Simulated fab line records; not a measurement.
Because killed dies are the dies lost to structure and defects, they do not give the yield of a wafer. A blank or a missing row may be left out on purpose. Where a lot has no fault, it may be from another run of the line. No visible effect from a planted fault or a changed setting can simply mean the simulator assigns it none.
One fault seen from 2 desks :: flow sfq line :: what lay behind the numbers comes last; until then each desk has only its own

## FROM THE METROLOGY DESK
What the gauges read for every lot (on any tool): the sampled wafers with a number, averaged. A lot is out of limits, marked OUT, if its mean lies more than 4 standard deviations from the usual mean; the brackets give that distance.
Columns: A = M6_OVL at SFQ_M6_OVL_MEAS_940, usual 2 nm; B = I6_BOW at SFQ_I6_BOW_MEAS_941, usual 7 um; C = I6_OVL at SFQ_I6_OVL_MEAS_942, usual 0 nm
lot: L991
first seen here: day 72 13:08
A: -2
B: 5
C: -13

lot: L992
first seen here: day 72 16:43
A: 3
B: 4
C: 14

lot: L993
first seen here: day 72 22:43
A: -1
B: 16
C: -8

lot: L994
first seen here: day 73 03:31
A: 0
B: 25
C: -1

lot: L103
first seen here: day 76 16:32
A: 1
B: 17
C: 2

lot: L104
first seen here: day 77 15:19
A: -2
B: 14
C: -3
Result from this desk: across the 6 lots, nothing is out of limits.

## AT THE TOOL OWNER'S DESK: litho track-03
The tool's own readings at SFQ_TRILAYER_I6_VIA_LITHO_COAT_174 (resist thk 62 nm): means of the sampled wafers that have a number, for each lot that ran on this tool. A lot is out of limits, marked OUT, if its mean lies more than 4 standard deviations from the usual mean; the brackets give that distance.
Columns: A = spin speed rpm at SFQ_TRILAYER_I6_VIA_LITHO_COAT_174, usual 2999.7 rpm
lot: L991
first seen here: day 72 18:37
A: 3000.9

lot: L992
first seen here: day 72 22:10
A: 2920.7 (-40) OUT

lot: L994
first seen here: day 73 09:07
A: 2922.2 (-39) OUT

lot: L103
first seen here: day 76 22:02
A: 2999.1

lot: L104
first seen here: day 77 20:45
A: 2997.9
This desk's verdict: out of limits on L992, L994, starting with L992 at day 72 22:10 (spin speed rpm at SFQ_TRILAYER_I6_VIA_LITHO_COAT_174). L991, L103, L104: within limits.

## BROUGHT TOGETHER
At day 72 22:10, on L992, L994, the tool owner's desk was in a position to raise an alarm.
Metrology desk: nothing out of limits seen.
The metrology desk has L992, L994 on record, within its limits.
Of the lots named, all ran SFQ_TRILAYER_I6_VIA_LITHO_COAT_174 on litho track-03.

## WHAT WAS PUT IN BY THE SIMULATOR
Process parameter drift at SFQ_TRILAYER_I6_VIA_LITHO_COAT_174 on litho track-03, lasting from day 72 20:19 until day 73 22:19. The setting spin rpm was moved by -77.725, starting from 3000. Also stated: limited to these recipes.
Struck lots among those shown: L992, L994.
How many hours passed from the start of the fault until each desk's first out-of-limits reading: the tool owner's desk, 2.
